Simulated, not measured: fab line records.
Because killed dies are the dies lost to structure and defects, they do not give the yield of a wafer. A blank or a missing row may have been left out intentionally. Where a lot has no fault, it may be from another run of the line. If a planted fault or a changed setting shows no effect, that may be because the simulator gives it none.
One fault through the eyes of 2 desks -- flow sky130 -- each desk has only its own numbers; what lay behind them comes last

FROM THE METROLOGY DESK
Means of the sampled wafers that have a number, per lot and without regard to the tool the lot ran on: this is what the gauges read. Marked OUT: a lot whose mean sits more than 4 standard deviations from the usual mean, which makes it out of limits; the brackets give that distance.
Columns: A = VT_ADJUST_HVTP_TW at SKY_VT_ADJUST_HVTP_TW_MEAS_11, usual 1351; B = VT_ADJUST_NCORE_OVL at SKY_VT_ADJUST_NCORE_OVL_MEAS_08, usual -0.2 nm; C = GATE_OXIDE_OXIDATION_00_THK at SKY_GATE_OXIDE_THK_MEAS_02, usual 10.27 nm
lot,first seen here,A,B,C
L579,day 6 00:26,1363,0.4,10.41
L582,day 6 16:15,1346,-1.2,10.10
L584,day 7 04:36,1341,-0.3,10.56
L586,day 7 20:46,1350,-2.1,9.57
L588,day 8 05:41,1339,0.5,9.33 (-5.2) OUT
L595,day 11 05:12,1347,-1.6,10.55
L596,day 11 05:59,1366,0.2,10.00
L597,day 11 14:48,1343,-0.9,10.22
L598,day 11 16:02,1339,0.1,10.41
L600,day 12 02:29,1364,-0.9,10.31
L599,day 12 03:05,1359,1.6,10.50
This desk's finding: out of limits on L588; first on L588, day 15 12:49 (GATE_OXIDE_OXIDATION_00_THK at SKY_GATE_OXIDE_THK_MEAS_02). L579, L582, L584, L586, L595, L596, L597, L598, L600, L599 stayed within limits.

THE TOOL OWNER'S DESK: furnace-01
The tool's own readings at SKY_GATE_OXIDE_OXIDATION_01 (stabilise 600 s, purge 300 s, target thk 10.268 nm): means of the sampled wafers that have a number, for each lot that ran on this tool. Marked OUT: a lot whose mean sits more than 4 standard deviations from the usual mean, which makes it out of limits; the brackets give that distance.
Columns: A = spike-tc-bottom-C at SKY_GATE_OXIDE_OXIDATION_01, usual 918.7 C; B = spike-tc-centre-C at SKY_GATE_OXIDE_OXIDATION_01, usual 902.0 C; C = spike-tc-lower-C at SKY_GATE_OXIDE_OXIDATION_01, usual 900.1 C; D = spike-tc-upper-C at SKY_GATE_OXIDE_OXIDATION_01, usual 899.4 C; E = tube-center-temp-C at SKY_GATE_OXIDE_OXIDATION_01, usual 899.99 C; F = tube_center_temp_C_max at SKY_GATE_OXIDE_OXIDATION_01, usual 902.3
lot,first seen here,A,B,C,D,E,F
L579,day 12 07:31,919.1,902.6,900.5,898.8,899.98,902.1
L582,day 13 03:43,918.8,902.1,900.8,899.7,900.03,902.9
L584,day 13 21:34,919.0,901.6,900.1,899.5,900.00,902.0
L586,day 14 20:56,913.0 (-4.4) OUT,897.1 (-4.9) OUT,894.2 (-4.9) OUT,892.7 (-6.7) OUT,894.05 (-74) OUT,896.4 (-14) OUT
L588,day 15 11:24,914.5,896.3 (-5.7) OUT,895.6,892.9 (-6.5) OUT,894.15 (-73) OUT,896.7 (-14) OUT
L595,day 19 16:12,919.1,903.3,901.4,899.9,900.11,902.6
L598,day 20 07:49,918.1,902.1,900.6,898.2,899.92,902.3
L599,day 20 15:31,920.1,902.3,900.2,898.6,899.93,902.6
L600,day 20 15:31,919.0,902.0,899.5,898.7,900.06,902.3
This desk finds L586, L588 out of limits, L586 being first, at day 14 20:56 (spike-tc-bottom-C at SKY_GATE_OXIDE_OXIDATION_01). L579, L582, L584, L595, L598, L599, L600 stayed within limits.

ALL TOGETHER
On L586, L588, at day 14 20:56, an alarm was possible from the tool owner's desk.
L588 would have let the metrology desk raise an alarm at day 15 12:49.
The metrology desk has L586 on record, within its limits.
All the named lots went through SKY_GATE_OXIDE_OXIDATION_01 on furnace-01.

WHAT THE SIMULATOR HAD INSERTED
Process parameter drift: furnace-01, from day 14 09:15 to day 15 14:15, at SKY_GATE_OXIDE_OXIDATION_01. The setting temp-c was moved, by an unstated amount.
Lots struck among those shown: L586, L588.
Delay (hours) between the fault's onset and each desk's first out-of-limits reading: 12 at the tool owner's desk, 28 at the metrology desk.
